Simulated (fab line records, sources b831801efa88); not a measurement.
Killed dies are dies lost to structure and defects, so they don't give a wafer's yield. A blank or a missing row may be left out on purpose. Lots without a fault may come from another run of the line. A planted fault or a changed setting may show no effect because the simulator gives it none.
Which tool did it? | flow gf180mcu | 12 lots, 36 wafers sampled, at 2 steps of a route of 602

WHAT THE GAUGES READ, wafer by wafer
GF_V1_THK_MEAS_25: measures by xrf.
lot  | measured     | on            | V1_W_THK (nm)
L075 | day 19 06:53 | film_metro-03 | 373 371 373
L077 | day 19 23:25 | film_metro-01 | 370 370 376
L079 | day 20 16:24 | film_metro-03 | 367 369 370
L081 | day 21 15:08 | film_metro-03 | 375 376 374
L083 | day 22 07:27 | film_metro-03 | 369 370 371
L085 | day 22 17:35 | film_metro-01 | 365 369 365
L087 | day 23 14:16 | film_metro-04 | 368 368 371
L089 | day 24 06:07 | film_metro-03 | 373 370 373
L091 | day 24 20:35 | film_metro-01 | 371 368 378
L093 | day 25 11:23 | film_metro-01 | 366 364 364
L095 | day 26 03:47 | film_metro-04 | 373 366 365
L097 | day 26 15:53 | film_metro-01 | 368 366 372

WHICH TOOL RAN EACH LOT (tool, then ch and the chambers of the sampled wafers, then the start)
lot  | GF_STI_CMP_25
L075 | cmp-02 ch 0,1,3, day 2 08:40
L077 | cmp-01 ch 1,2,3, day 2 19:42
L079 | cmp-01 ch 1,3, day 3 06:26
L081 | cmp-02 ch 1,2,3, day 3 16:08
L083 | cmp-01 ch 0,2,3, day 4 02:55
L085 | cmp-02 ch 1,2,3, day 4 12:31
L087 | cmp-01 ch 0,2,3, day 4 22:01
L089 | cmp-01 ch 0,1,3, day 5 09:50
L091 | cmp-02 ch 1,2,3, day 5 19:02
L093 | cmp-01 ch 0,3, day 6 06:05
L095 | cmp-02 ch 1,2, day 6 17:37
L097 | cmp-02 ch 0,1,3, day 7 02:25
- GF_STI_CMP_25: polishes, stops on Si3N4, t overpolish 33 s, target thk 524.6 nm.

THE ANSWER, worked out from the rows above alone
Rule: what is usual is taken from the lots themselves. Put in order of their means at a reading, lots are off if they are a third of the lots or fewer, leave a main group of 4 or more, and stand apart from it by a gap of 3 or more times the standard deviation of the main group's means; of several such gaps the widest counts. A main group whose means are all the same, to the digits that the tables above print for the reading, isn't used. A lot without any number at a reading at which 4 lots or more have one is off too. The other lots that the step has rows for count as sound.
No lot is off at any reading shown: from this, nothing can be told.

WHAT THE SIMULATOR HAD PUT IN
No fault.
